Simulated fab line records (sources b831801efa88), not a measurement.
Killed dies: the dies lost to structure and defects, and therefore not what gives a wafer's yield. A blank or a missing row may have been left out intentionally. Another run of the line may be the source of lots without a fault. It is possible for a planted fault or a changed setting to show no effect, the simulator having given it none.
What tool caused it?    flow sky130    42 wafers from 14 lots sampled at 4 of the route's 708 steps

## WHAT EACH GAUGE READ, for each wafer
SKY_SPACER_THK_MEAS_01.
lot   measured      on             SPACER_CVD_00_THK (nm)
L498  day 22 20:43  film-metro-01  42.5 42.9 42.8
L499  day 23 02:43  film-metro-02  43.0 43.3 43.2
L500  day 23 19:10  film-metro-02  42.9 42.8 42.6
L505  day 25 14:20  film-metro-02  43.0 42.6 42.7
L506  day 26 04:24  film-metro-02  43.1 43.0 43.3
L508  day 27 01:43  film-metro-02  42.9 43.0 42.7
L512  day 28 04:14  film-metro-03  43.6 43.2 43.7
L513  day 28 14:49  film-metro-03  42.5 42.8 42.6
L515  day 29 04:01  film-metro-03  42.9 43.0 43.5
L516  day 29 10:23  film-metro-03  43.0 43.0 43.2
L518  day 29 17:14  film-metro-03  43.0 43.1 42.8
L519  day 29 23:13  film-metro-01  42.9 43.2 43.3
L520  day 30 13:20  film-metro-02  42.4 42.3 42.5
L521  day 31 04:57  film-metro-02  42.8 42.4 42.1

SKY_POLY_CUT_OVL_MEAS_09.
lot   measured      on          POLY_CUT_OVL (nm)
L498  day 24 02:51  overlay-02  4 -7 1
L499  day 24 09:06  overlay-02  -1 -4 8
L500  day 25 00:50  overlay-02  2 5 6
L505  day 26 18:46  overlay-01  -1 -1 2
L506  day 27 09:20  overlay-01  -2 2 1
L508  day 28 06:17  overlay-02  3 10 -3
L512  day 29 08:47  overlay-01  6 1 1
L513  day 29 19:03  overlay-01  8 4 7
L515  day 30 07:48  overlay-01  0 6 -2
L516  day 30 15:14  overlay-01  7 1 4
L518  day 30 20:31  overlay-01  4 0 3
L519  day 31 03:08  overlay-02  -2 5 8
L520  day 31 16:55  overlay-01  0 -2 -2
L521  day 32 08:47  overlay-02  4 3 6

SKY_SD_P_OVL_MEAS_08.
lot   measured      on          SD_P_OVL (nm)
L498  day 25 08:10  overlay-01  1.7 1.3 0.4
L499  day 25 13:17  overlay-02  -0.9 0.3 -0.2
L500  day 26 06:26  overlay-02  0.7 -0.5 -0.9
L505  day 27 23:29  overlay-02  2.1 2.3 2.2
L506  day 28 14:05  overlay-02  -0.5 -1.3 -2.0
L508  day 29 10:49  overlay-02  0.3 0.8 0.0
L512  day 30 13:10  overlay-01  -1.1 -2.7 -3.3
L513  day 30 23:14  overlay-01  2.6 2.2 1.8
L515  day 31 11:13  overlay-01  1.1 -0.4 -0.9
L516  day 31 18:26  overlay-02  0.5 1.5 -1.0
L518  day 32 00:04  overlay-02  0.6 -1.1 0.6
L519  day 32 06:58  overlay-01  -1.8 -2.4 -0.5
L520  day 32 20:23  overlay-02  -1.0 0.3 -0.3
L521  day 33 12:07  overlay-02  -0.1 0.5 1.6

## TOOL THAT RAN EACH LOT (tool first, then ch and the chambers of the sampled wafers, then the start)
lot   SKY_POLY_CUT_DEHYDRATE_00
L498  litho-track-04 ch 0, day 23 11:48
L499  litho-track-04 ch 0, day 23 17:34
L500  litho-track-02 ch 0, day 24 09:14
L505  litho-track-04 ch 0, day 26 04:18
L506  litho-track-02 ch 0, day 26 17:44
L508  litho-track-04 ch 0, day 27 14:43
L512  litho-track-04 ch 0, day 28 18:09
L513  litho-track-01 ch 0, day 29 03:55
L515  litho-track-01 ch 0, day 29 17:25
L516  litho-track-01 ch 0, day 30 00:13
L518  litho-track-01 ch 0, day 30 06:13
L519  litho-track-01 ch 0, day 30 12:34
L520  litho-track-04 ch 0, day 31 02:12
L521  litho-track-04 ch 0, day 31 17:55
- SKY_POLY_CUT_DEHYDRATE_00: time 60 s.

## AS READ BY THE TOOLS THEMSELVES (means over the sampled wafers that have a number; for cases with no such wafer, the mark the record gives instead)
SKY_POLY_CUT_DEHYDRATE_00.
lot   tool            heater-power-total-W (W)  plate-temp-C (C)
L498  litho-track-04  160.52                    199.99
L499  litho-track-04  160.42                    199.93
L500  litho-track-02  160.44                    200.25
L505  litho-track-04  160.31                    200.04
L506  litho-track-02  160.35                    200.09
L508  litho-track-04  162.92                    202.36
L512  litho-track-04  162.89                    202.73
L513  litho-track-01  160.43                    200.09
L515  litho-track-01  160.35                    199.97
L516  litho-track-01  160.27                    199.89
L518  litho-track-01  160.24                    199.98
L519  litho-track-01  160.35                    199.82
L520  litho-track-04  160.39                    200.02
L521  litho-track-04  160.41                    199.94

## THE ANSWER, worked out from the rows above alone
Rule: what is usual is taken from the lots themselves. Put in order of their means at a reading, lots are off if they are a third of the lots or fewer, leave a main group of 4 or more, and stand apart from it by a gap of 3 or more times the standard deviation of the main group's means; of several such gaps the widest counts. Not used: any main group whose means are identical at the precision the tables above print for the reading. Also off: a lot with no number at a reading for which 4 or more lots have one. Where the step has rows for the other lots, those lots are counted as sound. After the gauges, taken in route order, come the tools' own readings; for these a lot's mean is taken, as printed above. At the first step where some lot is off, the reading lying furthest off is the one used; lots without a number count as furthest.
Off: L508, L512, at SKY_POLY_CUT_DEHYDRATE_00 (heater-power-total-W). Mean 160.37 W and standard deviation 0.075 in the main group.
If a tool, at that step or one of the process steps before it, ran each lot that is off and ran no sound lot following the first of them, it fits. Not one of the candidates tried fits.

## WHAT THE SIMULATOR HAD PUT IN
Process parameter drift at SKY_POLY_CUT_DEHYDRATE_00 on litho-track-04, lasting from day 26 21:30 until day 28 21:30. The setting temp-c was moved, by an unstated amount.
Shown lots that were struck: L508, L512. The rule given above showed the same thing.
